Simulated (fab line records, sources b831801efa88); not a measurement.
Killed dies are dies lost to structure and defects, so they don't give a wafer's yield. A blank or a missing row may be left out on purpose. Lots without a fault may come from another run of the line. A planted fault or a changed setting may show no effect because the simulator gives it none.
A sampling plan put to the test | flow sky130 | one fab line, 13 faults that these records tell of, each judged on the records of the lots that it struck
The plan is the line's own looks: the steps of the route at which a gauge or an inspection reads the wafer and doesn't change it. A look can be judged if struck wafers have a number there and the file gives its usual mean and standard deviation on fault-free wafers. Caught: at a look after the fault's first step, the mean of the struck wafers lies 4 or more of those standard deviations (sigma) from the usual mean. On the tool: the same test on the tool's own readings at the fault's steps. Another recipe on the struck wafers, or a record that is blank for them alone, also counts as caught.

THE FAULTS, as the simulator had put them in
1. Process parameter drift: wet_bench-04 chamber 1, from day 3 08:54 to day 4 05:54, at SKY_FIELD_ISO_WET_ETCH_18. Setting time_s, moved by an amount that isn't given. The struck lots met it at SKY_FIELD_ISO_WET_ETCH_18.
2. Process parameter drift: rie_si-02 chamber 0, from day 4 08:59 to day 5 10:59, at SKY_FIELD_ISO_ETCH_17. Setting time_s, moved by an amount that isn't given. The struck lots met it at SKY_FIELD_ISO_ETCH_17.
3. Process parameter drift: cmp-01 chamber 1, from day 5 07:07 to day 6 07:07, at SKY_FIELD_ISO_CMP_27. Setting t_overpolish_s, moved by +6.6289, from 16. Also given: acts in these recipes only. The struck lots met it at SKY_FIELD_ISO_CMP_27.
4. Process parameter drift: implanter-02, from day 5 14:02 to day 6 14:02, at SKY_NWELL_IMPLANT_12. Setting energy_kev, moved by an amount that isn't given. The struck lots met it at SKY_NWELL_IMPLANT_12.
5. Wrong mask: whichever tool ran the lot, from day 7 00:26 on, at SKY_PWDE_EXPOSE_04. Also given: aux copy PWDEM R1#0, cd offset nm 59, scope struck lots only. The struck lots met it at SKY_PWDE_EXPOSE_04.
6. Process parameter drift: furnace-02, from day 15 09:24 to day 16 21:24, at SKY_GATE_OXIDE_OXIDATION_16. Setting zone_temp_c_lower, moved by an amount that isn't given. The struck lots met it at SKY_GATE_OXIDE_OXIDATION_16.
7. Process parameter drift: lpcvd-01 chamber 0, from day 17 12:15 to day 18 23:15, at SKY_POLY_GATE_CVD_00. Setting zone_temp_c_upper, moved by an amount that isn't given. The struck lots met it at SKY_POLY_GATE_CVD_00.
8. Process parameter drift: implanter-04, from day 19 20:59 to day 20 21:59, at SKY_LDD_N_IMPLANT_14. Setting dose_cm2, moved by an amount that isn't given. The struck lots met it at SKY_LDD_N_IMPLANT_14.
9. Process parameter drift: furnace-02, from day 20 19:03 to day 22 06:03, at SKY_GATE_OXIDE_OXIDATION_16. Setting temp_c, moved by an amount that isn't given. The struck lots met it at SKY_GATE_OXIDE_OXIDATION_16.
10. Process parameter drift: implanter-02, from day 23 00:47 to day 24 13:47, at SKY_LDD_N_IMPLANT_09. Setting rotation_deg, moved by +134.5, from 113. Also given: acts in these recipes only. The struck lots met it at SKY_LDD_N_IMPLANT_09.
11. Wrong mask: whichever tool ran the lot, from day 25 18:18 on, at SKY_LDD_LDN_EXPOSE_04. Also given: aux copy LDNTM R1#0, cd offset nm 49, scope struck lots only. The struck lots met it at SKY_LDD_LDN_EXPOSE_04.
12. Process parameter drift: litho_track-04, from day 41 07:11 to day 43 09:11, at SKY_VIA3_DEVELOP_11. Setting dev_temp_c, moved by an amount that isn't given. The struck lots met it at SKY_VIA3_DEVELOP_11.
13. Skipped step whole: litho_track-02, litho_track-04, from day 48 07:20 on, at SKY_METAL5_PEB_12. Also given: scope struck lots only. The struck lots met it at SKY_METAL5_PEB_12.

WHAT THE PLAN SAW
fault | on the tool itself                   | first look that catches it                      | reading, sigma | median hours from its first step to that look | hours from the fault's start to the first struck lot there | judged looks passed uncaught
1     | run_length_s -51 sigma               | no look after it can be judged                  | -              | -                                             | -                                                          | 0
2     | run_length_s +21 sigma               | not the one look that can be judged after it    | -              | -                                             | -                                                          | 1
3     | overpolish_run_s +99 or beyond sigma | not the one look that can be judged after it    | -              | -                                             | -                                                          | 1
4     | beam_energy_keV +99 or beyond sigma  | no look after it can be judged                  | -              | -                                             | -                                                          | 0
5     | no reading that can be judged        | none of the 3 looks that can be judged after it | -              | -                                             | -                                                          | 3
6     | spike_tc_lower_C -50 sigma           | none of the 2 looks that can be judged after it | -              | -                                             | -                                                          | 2
7     | spike_tc_upper_C -53 sigma           | no look after it can be judged                  | -              | -                                             | -                                                          | 0
8     | dose_ions_cm2 -99 or beyond sigma    | no look after it can be judged                  | -              | -                                             | -                                                          | 0
9     | spike_tc_centre_C -11 sigma          | not the one look that can be judged after it    | -              | -                                             | -                                                          | 1
10    | rotation_deg +99 or beyond sigma     | no look after it can be judged                  | -              | -                                             | -                                                          | 0
11    | under 2 sigma                        | no look after it can be judged                  | -              | -                                             | -                                                          | 0
12    | developer_temp_C -8.1 sigma          | no look after it can be judged                  | -              | -                                             | -                                                          | 0
13    | no reading that can be judged        | no look after it can be judged                  | -              | -                                             | -                                                          | 0
A dash: the fault isn't caught, or these records don't give the number.

Caught at a look: 0 of 13. Caught on the tool: 10 of 13. By one or the other: 10 of 13.
Caught on the tool alone: faults 1, 2, 3, 4, 6, 7, 8, 9, 10, 12.
Caught by neither: faults 5, 11, 13.
